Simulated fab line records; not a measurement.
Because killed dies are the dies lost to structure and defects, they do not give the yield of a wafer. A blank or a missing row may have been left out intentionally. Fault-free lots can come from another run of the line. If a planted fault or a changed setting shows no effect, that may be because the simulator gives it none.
A lot that was struck, set against a sound lot    flow sky130    21 out of 708 route steps
Sound: the wafers L545.1, L545.2, L545.4. Struck: wafer L551.1. (L551.2 of the same lot was not struck and is left out.) The cause comes at the end.
Order at every step that has rows: each side's tool, ch and its chambers, its first start. Under that, the readings that differ: sound wafers    struck wafers    difference of the means    sigmas: that difference in standard deviations of wafers without a fault.
alike: words and numbers the same on both sides, and readings whose means are apart by under 2 such deviations; not compared: readings that were withheld, readings missing a value for some wafer, numbers with overlapping values and no deviation given by the record, and bounds like >300 which may hide the same value.
The two part at a step that has a row with sigmas, a row that says differs or no value, or rows on one side only. When numbers do not overlap yet have no deviation, they are printed without sigmas and do not part them. Lack of a reading on every wafer of one side parts them only where that side has two or more wafers.

SKY_LI_CONTACT_CVD_21: deposits W, target thk 400 nm, time 120.56 s.
  sound on cvd w-01 ch 0,1, day 33 03:19; struck on cvd w-02 ch 1, day 34 12:04
  alike: chamber pressure Torr, heater power w
SKY_LI_CONTACT_RS_MEAS_22: measures by four-point-probe.
  sound on film metro-02 at day 33 03:26; struck on film metro-01 at day 34 12:11
  alike: LI_CONTACT_W_RS
SKY_LI_CONTACT_THK_MEAS_23: measures by xrf.
  sound on film metro-02 at day 33 03:34; struck on film metro-01 at day 34 12:18
  alike: LI_CONTACT_W_THK
SKY_LI_CONTACT_CMP_24: polishes, stops on PSG, t overpolish 20 s, target thk 0 nm.
  sound on cmp-02 ch 0,1,3, day 33 03:37; struck on cmp-02 ch 2, day 34 12:22
reading              sound           struck  difference  sigmas
motor current A (A)  10.2 10.3 10.5  13.6    +3.3        +2
  alike: head pressure psi, overpolish run s, slurry filter dp kPa, time to endpoint s
SKY_LOCAL_INTERCONNECT_SPUTTER_00: material TiN, target thk 100 nm, time 83.3 s.
  sound on pvd sputter-01 at day 33 03:55; struck on pvd sputter-01 at day 34 12:40
  alike: throttle valve pct
SKY_LOCAL_INTERCONNECT_RS_MEAS_01: measures by four-point-probe.
  sound on film metro-01 at day 33 03:59; struck on film metro-01 at day 34 12:44
  alike: LOCAL_INTERCONNECT_TIN_RS
SKY_LOCAL_INTERCONNECT_THK_MEAS_02: measures by xrf.
  sound on film metro-01 at day 33 04:07; struck on film metro-01 at day 34 12:51
  alike: LOCAL_INTERCONNECT_TIN_THK
then, 5 steps without rows for these wafers: SKY_LOCAL_INTERCONNECT_DEHYDRATE_03 (time 60 s); SKY_LOCAL_INTERCONNECT_HMDS_04 (prime time 60 s); SKY_LOCAL_INTERCONNECT_COAT_05 (resist thk 60 nm); SKY_LOCAL_INTERCONNECT_COAT_06 (resist thk 450 nm); SKY_LOCAL_INTERCONNECT_SOFTBAKE_07 (time 90 s).
SKY_LOCAL_INTERCONNECT_EXPOSE_08: exposes mask LI1M, target cd 170 nm.
  sound on krf scanner-02 ch 0, day 33 17:38; struck on krf scanner-02 ch 0, day 35 02:52
  alike: mask
then, 2 steps without rows for these wafers: SKY_LOCAL_INTERCONNECT_PEB_09; SKY_LOCAL_INTERCONNECT_DEVELOP_10 (develop time 60 s).
SKY_LOCAL_INTERCONNECT_CD_MEAS_11: the cd target is 170 nm.
  sound on cd sem-01 at day 34 04:53; struck on cd sem-01 at day 35 15:15
reading     sound              struck  difference  sigmas
cd nm (nm)  171.7 172.8 173.9  138.6   -34.2       -21
SKY_LOCAL_INTERCONNECT_OVL_MEAS_12:
  sound on overlay-01 at day 34 05:01; struck on overlay-02 at day 35 15:22
reading                      sound   struck  difference  sigmas
LOCAL_INTERCONNECT_OVL (nm)  -9 5 2  -12     -11         -2
SKY_LOCAL_INTERCONNECT_ETCH_13: etches BARC in N2/H2, stops on SiO2, time 45.9 s, target depth 60 nm.
  sound on rie metal-03 ch 0,1, day 34 05:03; struck on rie metal-04 ch 1, day 35 15:25
reading                              sound              struck  difference  sigmas
oes product au (a.u.)                0.866 0.859 0.851  0.846   -0.013      -3
model.LOCAL_INTERCONNECT.cd nm (nm)  171.8 171.8 173.5  138.8   -33.6       
  alike: drypump motor current A, h2 flow sccm, throttle valve pct
  not compared: rf hours counter h
SKY_LOCAL_INTERCONNECT_METAL_ETCH_14: etches TiN in Cl2/BCl3, stops on PSG, target depth 110 nm, time 31.4 s.
  sound on rie metal-03 ch 0,1, day 34 05:07; struck on rie metal-04 ch 1, day 35 15:28
reading                              sound              struck  difference  sigmas
oes product au (a.u.)                0.933 0.942 0.944  0.957   +0.017      +2
model.LOCAL_INTERCONNECT.cd nm (nm)  172.1 171.2 173.4  138.7   -33.5       
  alike: drypump motor current A, mfc cl2 sccm, throttle valve pct
  not compared: rf hours counter h
SKY_LOCAL_INTERCONNECT_STRIP_15: strips in O2/N2.
  sound on plasma asher-01 ch 0,1, day 34 05:10; struck on plasma asher-03 ch 0, day 35 15:31
  alike: drypump motor current A, o2 flow sccm, oes product au, strip time to endpoint s
  not compared: rf hours counter h
-- here the record skips 14 days between the struck wafers' starts before and after, leaving off in module LOCAL_INTERCONNECT and picking up in module PAD_OPEN (first step shown: number 708 of the route) --
SKY_PAD_OPEN_PROBE_99:
  only the struck wafers here have rows in the record (prober-01, day 49 17:25); the sound ones have none

WHERE THEY PART
First at SKY_LI_CONTACT_CMP_24; last, within this record, at SKY_PAD_OPEN_PROBE_99.

WHY: the cause the simulator had injected
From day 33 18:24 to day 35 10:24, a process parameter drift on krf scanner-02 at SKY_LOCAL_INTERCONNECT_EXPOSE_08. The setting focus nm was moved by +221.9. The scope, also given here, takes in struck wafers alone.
